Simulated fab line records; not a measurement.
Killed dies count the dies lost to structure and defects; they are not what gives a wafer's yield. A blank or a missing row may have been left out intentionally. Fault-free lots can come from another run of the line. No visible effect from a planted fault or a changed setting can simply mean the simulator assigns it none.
Lot-split experiment	flow sky130	23 wafers read across 5 lots, on a route 708 steps long

== THE SPLIT ITSELF ==
At SKY_METAL5_DEVELOP_13 (develop time 60 s), the setting developTimeS was moved away from the recipe's 60 s on 8 of the 23 wafers read, by -14.6% to -10.0%. For the rest of the wafers, this setting stayed at what the recipe calls for.

The file shows no step between the split and the reading.

== THE READING ==
METAL5.cdNm (the simulator's own value, which no gauge read), in nm, at SKY_METAL5_DESCUM_14 (chemistry O2, time 11 s). The file does not state a usual value for it. Here, 15 wafers ran the recipe; their average is 1600 nm with a standard deviation of 2 nm.

wafer	tool, chamber at the split	developTimeS as run, s	against the recipe	METAL5.cdNm, nm	against lot-mates on the recipe
L074.2	lithoTrack-03, 0	60	recipe	1602	-
L074.4	lithoTrack-03, 0	60	recipe	1602	-
L074.3	lithoTrack-03, 0	60	recipe	1603	-
L075.1	lithoTrack-01, 0	53.62	-10.6%	1612	+15
L075.2	lithoTrack-01, 0	60	recipe	1596	-
L075.3	lithoTrack-01, 0	60	recipe	1599	-
L075.5	lithoTrack-01, 0	60	recipe	1597	-
L075.6	lithoTrack-01, 0	53.62	-10.6%	1610	+13
L080.1	lithoTrack-01, 0	51.25	-14.6%	1614	+16
L080.2	lithoTrack-01, 0	51.25	-14.6%	1617	+18
L080.3	lithoTrack-01, 0	60	recipe	1597	-
L080.4	lithoTrack-01, 0	60	recipe	1600	-
L080.5	lithoTrack-01, 0	51.25	-14.6%	1613	+14
L083.1	lithoTrack-03, 0	60	recipe	1601	-
L083.2	lithoTrack-03, 0	60	recipe	1601	-
L083.3	lithoTrack-03, 0	60	recipe	1601	-
L083.5	lithoTrack-03, 0	60	recipe	1601	-
L083.6	lithoTrack-03, 0	60	recipe	1601	-
L085.1	lithoTrack-02, 0	60	recipe	1600	-
L085.2	lithoTrack-02, 0	54.01	-10.0%	1609	+10
L085.3	lithoTrack-02, 0	54.01	-10.0%	1609	+10
L085.4	lithoTrack-02, 0	54.01	-10.0%	1611	+12
L085.6	lithoTrack-02, 0	60	recipe	1598	-

THE FIT
A straight line over all 23 wafers: METAL5.cdNm changes by -1.01 nm for each +1% of developTimeS; r = -0.96; the points scatter about the line by 1.9 nm.
The same after taking each lot's own level away (the mean of its wafers on the recipe; 23 wafers): -1.13 nm for each +1%; r = -0.98; scatter 1.2 nm.
The reading moves by 16 nm for the largest change in developTimeS, on that fit.
The span of the lots' own levels, 1597.3 to 1602.3 nm, comes to 2.5 times the standard deviation stated above.
So the lot-to-lot level changes the slope: the two fits differ.
Check: +16.7 nm against its lot-mates is what the line predicts for one of the wafers moved furthest among these (-14.6%) when that wafer is left out of the fit. It came out at +15.5 nm against them.

== ADDITIONAL SPLITS CARRIED BY THESE WAFERS ==
These wafers also went through other splits before the reading. Each is held against what the fit with the lots' levels taken away leaves over:
other split on the same wafers	wafers away from the commonest value	r with METAL5.cdNm (lot level and that fit taken away)
SKY_METAL4_METAL_ETCH_18 timeS	11	+0.29
SKY_VIA4_HDPCVD_00 timeS	10	-0.63
SKY_VIA4_SOFTBAKE_07 tempC	8	-0.30
SKY_VIA4_CVD_18 tempC	7	+0.05

== THE FILE'S OWN FIT ==
METAL5.cdNm changes by -1.14 nm for each +1% of developTimeS, r = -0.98.
